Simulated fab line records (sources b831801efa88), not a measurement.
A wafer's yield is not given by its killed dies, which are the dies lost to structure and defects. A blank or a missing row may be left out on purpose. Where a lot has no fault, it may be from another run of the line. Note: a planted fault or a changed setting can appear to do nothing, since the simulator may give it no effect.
The tool behind it: which one? | flow gf180mcu | 12 lots, 36 wafers sampled, at 6 steps of a route of 602

WHAT EACH GAUGE READ, for each wafer
GF_SALICIDE_RS_MEAS_04: uses a four-point probe to measure. Usual: SALICIDE_TIN_RS 16.3 ohm/sq, standard deviation 0.35.
lot  | measured     | on            | SALICIDE_TIN_RS (ohm/sq) | flag
L784 | day 15 10:44 | film-metro-02 | 16.5 16.6 16.5           |
L785 | day 15 12:39 | film-metro-02 | 16.4 16.7 16.4           |
L787 | day 16 11:39 | film-metro-03 | 16.5 16.4 16.4           |
L791 | day 17 19:19 | film-metro-04 | 26.6 27.4 26.5           | OFF
L792 | day 18 01:38 | film-metro-03 | 26.6 26.5 26.4           | OFF
L793 | day 18 09:53 | film-metro-03 | 26.0 25.1 25.1           | OFF
L795 | day 19 05:40 | film-metro-04 | 16.4 17.0 17.0           |
L801 | day 21 05:18 | film-metro-04 | 15.9 16.1 16.0           |
L802 | day 21 16:53 | film-metro-02 | 16.2 16.2 16.5           |
L803 | day 21 21:51 | film-metro-02 | 16.5 16.8 16.8           |
L804 | day 22 08:20 | film-metro-04 | 15.8 16.5 15.9           |
L807 | day 23 08:06 | film-metro-03 | 16.7 16.6 16.6           |

GF_SALICIDE_THK_MEAS_05: measures by xrf. Usual: SALICIDE_TIN_THK 19.85 nm, standard deviation 0.26.
lot  | measured     | on            | SALICIDE_TIN_THK (nm) | flag
L784 | day 15 10:49 | film-metro-02 | 20.12 19.77 20.03     |
L785 | day 15 12:45 | film-metro-02 | 20.10 20.00 20.25     |
L787 | day 16 11:45 | film-metro-03 | 19.87 19.70 19.84     |
L791 | day 17 19:26 | film-metro-04 | <0.00 <0.00 <0.00     | OFF
L792 | day 18 01:44 | film-metro-03 | <0.00 <0.00 <0.00     | OFF
L793 | day 18 09:59 | film-metro-03 | <0.00 <0.00 <0.00     | OFF
L795 | day 19 05:47 | film-metro-04 | 19.69 19.63 19.84     |
L801 | day 21 05:25 | film-metro-04 | 20.14 20.30 20.02     |
L802 | day 21 16:59 | film-metro-02 | 19.78 19.87 19.92     |
L803 | day 21 21:58 | film-metro-02 | 19.66 19.75 19.86     |
L804 | day 22 08:26 | film-metro-04 | 19.79 19.64 19.69     |
L807 | day 23 08:13 | film-metro-03 | 19.45 20.07 19.88     |

GF_V3_OVL_MEAS_15. Usual: V3_OVL 3 nm, standard deviation 5.2.
lot  | measured     | on         | V3_OVL (nm) | flag
L784 | day 22 17:17 | overlay-01 | 12 10 5     |
L785 | day 22 19:45 | overlay-01 | 10 6 8      |
L787 | day 23 19:06 | overlay-02 | 1 4 -5      |
L795 | day 26 07:58 | overlay-01 | 5 0 -2      |
L801 | day 27 22:58 | overlay-02 | 3 5 5       |
L802 | day 28 11:09 | overlay-01 | 0 -5 4      |
L803 | day 28 14:05 | overlay-01 | 5 1 4       |
L804 | day 28 22:33 | overlay-01 | 10 17 6     |
L807 | day 29 16:55 | overlay-01 | 10 11 8     |

WHICH TOOL RAN EACH LOT (tool, then ch and the chambers of the sampled wafers, then the start)
lot  | GF_SALICIDE_SPUTTER_03       | GF_CONTACT_SPUTTER_22        | GF_M3_SPUTTER_02
L784 | pvd-sputter-01, day 15 10:39 | pvd-sputter-03, day 16 09:52 | pvd-sputter-03, day 20 15:55
L785 | pvd-sputter-02, day 15 12:35 | pvd-sputter-03, day 16 12:10 | pvd-sputter-03, day 20 17:48
L787 | pvd-sputter-02, day 16 11:35 | pvd-sputter-03, day 17 11:41 | pvd-sputter-01, day 21 18:34
L791 | pvd-sputter-01, day 17 19:17 | -                            | -
L792 | pvd-sputter-01, day 18 01:35 | -                            | -
L793 | pvd-sputter-02, day 18 09:49 | -                            | -
L795 | pvd-sputter-04, day 19 05:38 | pvd-sputter-04, day 20 07:21 | pvd-sputter-01, day 24 12:32
L801 | pvd-sputter-02, day 21 05:17 | pvd-sputter-02, day 22 06:11 | pvd-sputter-01, day 26 05:20
L802 | pvd-sputter-02, day 21 16:50 | pvd-sputter-04, day 22 18:11 | pvd-sputter-01, day 26 16:43
L803 | pvd-sputter-02, day 21 21:50 | pvd-sputter-03, day 22 22:45 | pvd-sputter-04, day 26 21:24
L804 | pvd-sputter-04, day 22 08:17 | pvd-sputter-02, day 23 08:45 | pvd-sputter-04, day 27 05:55
L807 | pvd-sputter-01, day 23 08:05 | pvd-sputter-04, day 24 08:05 | pvd-sputter-03, day 28 00:48
- GF_SALICIDE_SPUTTER_03: material TiN, target thk 20 nm, time 16.7 s.
- GF_CONTACT_SPUTTER_22: material Ti, target thk 15 nm, time 80.02 s.
- GF_M3_SPUTTER_02: material AlCu, target thk 450 nm, time 23.9 s.

WHAT THE TOOLS THEMSELVES READ (means of the sampled wafers that have a number; where no wafer has one, the mark that the record gives instead)
GF_SALICIDE_SPUTTER_03. Usual: cathode-dc-power-W 6499.9 W, standard deviation 1.2; chamber-pressure-pa 0.3999 Pa, standard deviation 0.00075; throttle-valve-pct 29.8 %, standard deviation 1.3.
lot  | tool           | cathode-dc-power-W (W) | chamber-pressure-pa (Pa) | throttle-valve-pct (%) | flag
L784 | pvd-sputter-01 | 6500.2                 | 0.4003                   | 30.8                   |
L785 | pvd-sputter-02 | 6500.6                 | 0.4000                   | 29.7                   |
L787 | pvd-sputter-02 | 6500.2                 | 0.4007                   | 28.7                   |
L791 | pvd-sputter-01 | -                      | -                        | -                      | OFF
L792 | pvd-sputter-01 | -                      | -                        | -                      | OFF
L793 | pvd-sputter-02 | -                      | -                        | -                      | OFF
L795 | pvd-sputter-04 | 6501.5                 | 0.3995                   | 30.0                   |
L801 | pvd-sputter-02 | 6498.5                 | 0.4003                   | 28.7                   |
L802 | pvd-sputter-02 | 6500.2                 | 0.4005                   | 30.3                   |
L803 | pvd-sputter-02 | 6500.4                 | 0.3999                   | 29.9                   |
L804 | pvd-sputter-04 | 6500.1                 | 0.4004                   | 30.5                   |
L807 | pvd-sputter-01 | 6500.4                 | 0.3993                   | 30.4                   |

GF_CONTACT_SPUTTER_22. Usual: cathode-dc-power-W 2500.1 W, standard deviation 0.46; chamber-pressure-pa 4.999 Pa, standard deviation 0.011; throttle-valve-pct 30.0 %, standard deviation 1.3.
lot  | tool           | cathode-dc-power-W (W) | chamber-pressure-pa (Pa) | throttle-valve-pct (%) | flag
L784 | pvd-sputter-03 | 2499.9                 | 5.009                    | 29.6                   |
L785 | pvd-sputter-03 | 2500.1                 | 5.002                    | 29.6                   |
L787 | pvd-sputter-03 | 2499.5                 | 4.990                    | 29.9                   |
L795 | pvd-sputter-04 | 2500.4                 | 5.004                    | 29.9                   |
L801 | pvd-sputter-02 | 2500.0                 | 5.003                    | 29.6                   |
L802 | pvd-sputter-04 | 2500.3                 | 4.999                    | 30.0                   |
L803 | pvd-sputter-03 | 2499.9                 | 5.006                    | 30.3                   |
L804 | pvd-sputter-02 | 2500.0                 | 5.003                    | 29.2                   |
L807 | pvd-sputter-04 | 2499.9                 | 4.980                    | 29.6                   |

GF_M3_SPUTTER_02. Usual: cathode-dc-power-W 10600 W, standard deviation 2; chamber-pressure-pa 0.3999 Pa, standard deviation 0.00088; throttle-valve-pct 30.0 %, standard deviation 0.99.
lot  | tool           | cathode-dc-power-W (W) | chamber-pressure-pa (Pa) | throttle-valve-pct (%) | flag
L784 | pvd-sputter-03 | 10598                  | 0.4003                   | 29.6                   |
L785 | pvd-sputter-03 | 10599                  | 0.3995                   | 29.7                   |
L787 | pvd-sputter-01 | 10598                  | 0.3998                   | 30.0                   |
L795 | pvd-sputter-01 | 10599                  | 0.3998                   | 29.8                   |
L801 | pvd-sputter-01 | 10601                  | 0.4001                   | 30.1                   |
L802 | pvd-sputter-01 | 10599                  | 0.3998                   | 30.2                   |
L803 | pvd-sputter-04 | 10600                  | 0.4010                   | 31.1                   |
L804 | pvd-sputter-04 | 10599                  | 0.4005                   | 30.0                   |
L807 | pvd-sputter-03 | 10600                  | 0.4005                   | 30.4                   |

THE ANSWER, worked out from the rows above alone
Rule: a lot is off if the mean of its wafers that have a number lies more than 3 standard deviations from the usual mean. A lot without any number at a reading at which 4 lots or more have one is off too. Where the step has rows for the other lots, those lots are counted as sound. First the gauges in route order, then the tools' own readings, where a lot's mean is used as printed above. At the first step where some lot is off, the reading lying furthest off is the one used; lots without a number count as furthest.
Off: L791, L792, L793, at GF_SALICIDE_RS_MEAS_04 (SALICIDE_TIN_RS).
If a tool, at a process step before that reading, ran all the lots that are off and no sound lot after the first of them, it fits. Not tried: the gauges at GF_SALICIDE_RS_MEAS_04; whatever is off there is also off at GF_SALICIDE_SPUTTER_03, on other tools, and gauge error can't account for it. No candidate that was tried fits.

WHAT THE SIMULATOR PUT IN
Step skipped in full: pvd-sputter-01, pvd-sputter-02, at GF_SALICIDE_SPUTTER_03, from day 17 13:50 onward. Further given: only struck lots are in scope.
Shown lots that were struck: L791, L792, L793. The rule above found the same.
